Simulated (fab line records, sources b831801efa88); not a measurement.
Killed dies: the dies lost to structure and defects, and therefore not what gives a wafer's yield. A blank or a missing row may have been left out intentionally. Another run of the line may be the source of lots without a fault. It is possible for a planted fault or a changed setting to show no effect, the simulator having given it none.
Comparing a struck lot with a sound one || flow sky130 || 14 steps out of a route of 708
Sound: wafers L480.2, L480.4, L480.6. Wafers struck: L476.1, L476.2, L476.6. At the end, the cause is stated.
Per side, at each step with rows, come the tool, then ch with its chambers, and then its first start. Under that, the readings that differ: sound wafers || struck wafers || difference of the means || sigmas: that difference in standard deviations of wafers without a fault.
alike: same words and numbers on both sides, and readings whose means sit less than 2 such deviations apart. not compared: any withheld reading, any reading some wafer has no value for, any bound like >300 that may hide the same value, and any number with overlapping values for which the record gives no deviation.
Wherever a step has rows on one side only, a row that says differs or no value, or a row with sigmas, the two part there. Numbers that have no deviation but don't overlap get no sigmas and don't part them. A reading that every wafer of one side lacks parts them only if that side has two wafers or more.

first, 2 steps without rows for these wafers: SKY_RES_PROTECT_DEVELOP_06 (develop time 60 s); SKY_POLY_GATE_IMPLANT_02.
SKY_RES_PROTECT_STRIP_07: strips in O2/N2.
  sound on plasmaAsher-03 ch 0, day 19 06:21; struck on plasmaAsher-03 ch 0,1, day 17 09:41
  alike: drypumpMotorCurrentA, n2FlowSccm, oesProductAu, stripTimeToEndpointS
  not compared: rfHoursCounterH
SKY_RES_PROTECT_TW_MEAS_08:
  sound on filmMetro-02, day 19 06:28; struck on filmMetro-02, day 17 09:47
  alike: POLY_GATE_TW
then, 2 steps without rows for these wafers: SKY_RES_PROTECT_CLEAN_09 (cleans in SC1/SC2, time 150 s); SKY_POLY_GATE_CVD_03 (deposits Si3N4 from DCS/NH3, target thk 75 nm, time 1290 s).
SKY_POLY_GATE_THK_MEAS_04:
  sound on filmMetro-04, day 19 07:55; struck on filmMetro-03, day 17 11:19
  alike: POLY_GATE_CVD_03_THK
then, 5 steps without rows for these wafers: SKY_POLY_GATE_DEHYDRATE_05 (time 60 s); SKY_POLY_GATE_HMDS_06 (prime time 60 s); SKY_POLY_GATE_COAT_07 (resist thk 110 nm); SKY_POLY_GATE_COAT_08 (resist thk 450 nm); SKY_POLY_GATE_SOFTBAKE_09 (time 90 s).
SKY_POLY_GATE_EXPOSE_10: exposes mask P1M, target cd 150 nm.
  struck on krfScanner-01, day 18 01:48; sound on krfScanner-02 ch 0, day 20 00:04
  no value came back on the struck wafers for exposureDoseMJCm2, focusOffsetNm (nm); on the sound wafers exposureDoseMJCm2 reads 28.020 28.017 28.013
  alike: mask
following that, these wafers have no rows for 1 step: SKY_POLY_GATE_PEB_11.

== WHERE THEY PART ==
Only at SKY_POLY_GATE_EXPOSE_10, as far as this record shows.

WHY: whatever the simulator had introduced
At SKY_POLY_GATE_EXPOSE_10, the step was skipped entirely on krfScanner-01 from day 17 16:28 on. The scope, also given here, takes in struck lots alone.
